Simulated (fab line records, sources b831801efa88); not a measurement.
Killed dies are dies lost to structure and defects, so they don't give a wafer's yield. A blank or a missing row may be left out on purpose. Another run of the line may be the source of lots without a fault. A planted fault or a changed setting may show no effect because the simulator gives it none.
The tool behind it: which one? ; flow gf180mcu ; 12 lots with 34 wafers sampled at 5 steps, on a route of 602 steps

WHAT THE GAUGES READ, wafer by wafer
GF_MIM_RS_MEAS_10: uses a four-point probe to measure.
lot;measured;on;MIM_ALCU_RS (ohm/sq)
L249;day 24 11:36;filmMetro-04;0.1626 0.1623 0.1624
L250;day 24 20:51;filmMetro-02;0.1589 0.1614 0.1594
L254;day 26 07:23;filmMetro-02;0.1587 0.1621
L255;day 26 20:05;filmMetro-01;0.1584 0.1585
L256;day 27 16:16;filmMetro-04;0.1603 0.1598 0.1586
L264;day 29 12:51;filmMetro-02;0.1625 0.1579 0.1605
L265;day 30 00:06;filmMetro-04;0.1582 0.1599 0.1576
L268;day 30 13:57;filmMetro-02;0.1599 0.1595 0.1590
L269;day 30 18:52;filmMetro-04;0.1613 0.1617 0.1606
L270;day 31 01:30;filmMetro-01;0.1604 0.1583 0.1628
L271;day 31 10:26;filmMetro-02;0.1647 0.1610 0.1629
L272;day 31 11:48;filmMetro-01;0.1599 0.1601 0.1614

EACH LOT AND THE TOOL THAT RAN IT (in order: tool; ch and the chambers of the sampled wafers; start)
lot;GF_STI_ETCH_14;GF_STI_STRIP_15;GF_M2_SPUTTER_00;GF_M3_SPUTTER_04
L249;rieSi-01 ch 0,2,3, day 2 01:37;plasmaAsher-04 ch 0,1, day 2 01:41;pvdSputter-03, day 18 03:44;pvdSputter-04, day 20 08:19
L250;rieSi-01 ch 2,3, day 2 06:46;plasmaAsher-02 ch 0, day 2 06:50;pvdSputter-02, day 18 13:53;pvdSputter-04, day 20 18:47
L254;rieSi-02 ch 0,1, day 3 03:48;plasmaAsher-01 ch 0,1, day 3 03:52;pvdSputter-03, day 20 06:07;pvdSputter-02, day 22 09:02
L255;rieSi-02 ch 2,3, day 3 08:51;plasmaAsher-04 ch 1, day 3 08:57;pvdSputter-04, day 20 20:35;pvdSputter-01, day 22 22:49
L256;rieSi-02 ch 2,3, day 3 15:43;plasmaAsher-04 ch 0, day 3 15:47;pvdSputter-04, day 21 20:56;pvdSputter-01, day 23 21:57
L264;rieSi-01 ch 0,3, day 5 06:20;plasmaAsher-04 ch 0,1, day 5 06:25;pvdSputter-02, day 23 23:59;pvdSputter-01, day 25 23:10
L265;rieSi-01 ch 0,2,3, day 5 12:20;plasmaAsher-01 ch 0,1, day 5 12:25;pvdSputter-04, day 24 13:00;pvdSputter-02, day 26 11:04
L268;rieSi-02 ch 2,3, day 6 05:50;plasmaAsher-01 ch 1, day 6 05:55;pvdSputter-02, day 25 04:23;pvdSputter-01, day 27 02:04
L269;rieSi-02 ch 0,2, day 6 09:59;plasmaAsher-01 ch 0,1, day 6 10:04;pvdSputter-03, day 25 11:43;pvdSputter-04, day 27 07:45
L270;rieSi-02 ch 0,3, day 6 14:08;plasmaAsher-02 ch 0,1, day 6 14:12;pvdSputter-02, day 25 19:22;pvdSputter-02, day 27 14:45
L271;rieSi-02 ch 1,2,3, day 6 18:47;plasmaAsher-01 ch 0,1, day 6 18:53;pvdSputter-03, day 26 05:26;pvdSputter-04, day 28 00:17
L272;rieSi-01 ch 1,2,3, day 6 23:08;plasmaAsher-01 ch 0,1, day 6 23:15;pvdSputter-04, day 26 07:25;pvdSputter-02, day 28 03:20
- GF_STI_ETCH_14: etches Si in HBr/Cl2/O2, target depth 360 nm, time 102.9 s.
- GF_STI_STRIP_15: strips in O2/N2.
- GF_M2_SPUTTER_00: material Ti, target thk 37.5 nm, time 150 s.
- GF_M3_SPUTTER_04: material TiN, target thk 50 nm, time 41.7 s.

WHAT THE TOOLS THEMSELVES READ (means of the sampled wafers that have a number; where no wafer has one, the mark that the record gives instead)
GF_STI_ETCH_14.
lot;tool;drypumpMotorCurrentA (A);oesProductAu (a.u.);rfFwdPowerW (W);runLengthS (s);throttleValvePct (%)
L249;rieSi-01;6.0;0.990;597.5;131.8;25.659
L250;rieSi-01;6.0;0.996;595.1;131.8;25.662
L254;rieSi-02;6.0;1.001;594.0;124.6;25.652
L255;rieSi-02;5.4;0.980;598.2;125.0;25.663
L256;rieSi-02;5.4;0.990;596.2;126.8;25.660
L264;rieSi-01;6.1;0.989;596.9;132.0;25.663
L265;rieSi-01;6.0;0.991;596.8;131.6;25.671
L268;rieSi-02;5.4;0.993;597.6;131.2;25.666
L269;rieSi-02;5.8;1.008;598.1;131.4;25.656
L270;rieSi-02;5.9;0.985;596.5;130.9;25.666
L271;rieSi-02;5.4;0.988;599.0;131.3;25.668
L272;rieSi-01;6.0;0.993;598.5;131.3;25.653

GF_STI_STRIP_15.
lot;tool;drypumpMotorCurrentA (A);heaterPowerW (W);oesProductAu (a.u.);stripTimeToEndpointS (s)
L249;plasmaAsher-04;5.6;294;0.384;3.72
L250;plasmaAsher-02;6.1;327;0.385;3.76
L254;plasmaAsher-01;5.4;306;0.388;3.80
L255;plasmaAsher-04;5.8;271;0.387;3.84
L256;plasmaAsher-04;5.3;321;0.387;3.80
L264;plasmaAsher-04;5.5;304;0.384;3.69
L265;plasmaAsher-01;5.4;292;0.385;3.74
L268;plasmaAsher-01;5.3;318;0.388;3.75
L269;plasmaAsher-01;5.4;292;0.379;3.71
L270;plasmaAsher-02;6.2;371;0.380;3.65
L271;plasmaAsher-01;5.3;304;0.384;3.71
L272;plasmaAsher-01;5.4;299;0.386;3.73

GF_M2_SPUTTER_00.
lot;tool;substrateTempC (C);throttleValvePct (%)
L249;pvdSputter-03;200.14;30.4
L250;pvdSputter-02;199.94;29.7
L254;pvdSputter-03;200.01;30.6
L255;pvdSputter-04;199.84;29.4
L256;pvdSputter-04;200.10;29.1
L264;pvdSputter-02;200.07;29.7
L265;pvdSputter-04;199.91;29.5
L268;pvdSputter-02;199.97;29.5
L269;pvdSputter-03;199.95;30.5
L270;pvdSputter-02;199.98;29.6
L271;pvdSputter-03;199.91;30.2
L272;pvdSputter-04;200.31;29.4

GF_M3_SPUTTER_04.
lot;tool;throttleValvePct (%)
L249;pvdSputter-04;29.5
L250;pvdSputter-04;29.4
L254;pvdSputter-02;29.4
L255;pvdSputter-01;29.0
L256;pvdSputter-01;30.1
L264;pvdSputter-01;30.0
L265;pvdSputter-02;29.5
L268;pvdSputter-01;29.5
L269;pvdSputter-04;29.3
L270;pvdSputter-02;29.6
L271;pvdSputter-04;29.4
L272;pvdSputter-02;29.7

THE ANSWER, worked out from the rows above alone
Rule: the lots themselves supply what counts as usual. The widest of any qualifying gaps counts: lots, ordered by their means at a reading, are off when they make up no more than a third of the lots, leave a main group of 4 or more, and stand apart from it by 3 or more times the standard deviation of that group's means. A main group whose means are all the same, to the digits that the tables above print for the reading, isn't used. Also off: a lot with no number at a reading for which 4 or more lots have one. Where the step has rows for the other lots, those lots are counted as sound. After the gauges, taken in route order, come the tools' own readings; for these a lot's mean is taken, as printed above. At the first step where some lot is off, the reading lying furthest off is the one used; lots without a number count as furthest.
Off: L254, L255, L256, at GF_STI_ETCH_14 (runLengthS). For the main group the mean is 131.5 s and the standard deviation 0.33.
A tool fits if, at that step or a process step before it, it ran every lot that is off, and no sound lot after the first of them. No candidate that was tried fits.

WHAT WAS PUT IN BY THE SIMULATOR
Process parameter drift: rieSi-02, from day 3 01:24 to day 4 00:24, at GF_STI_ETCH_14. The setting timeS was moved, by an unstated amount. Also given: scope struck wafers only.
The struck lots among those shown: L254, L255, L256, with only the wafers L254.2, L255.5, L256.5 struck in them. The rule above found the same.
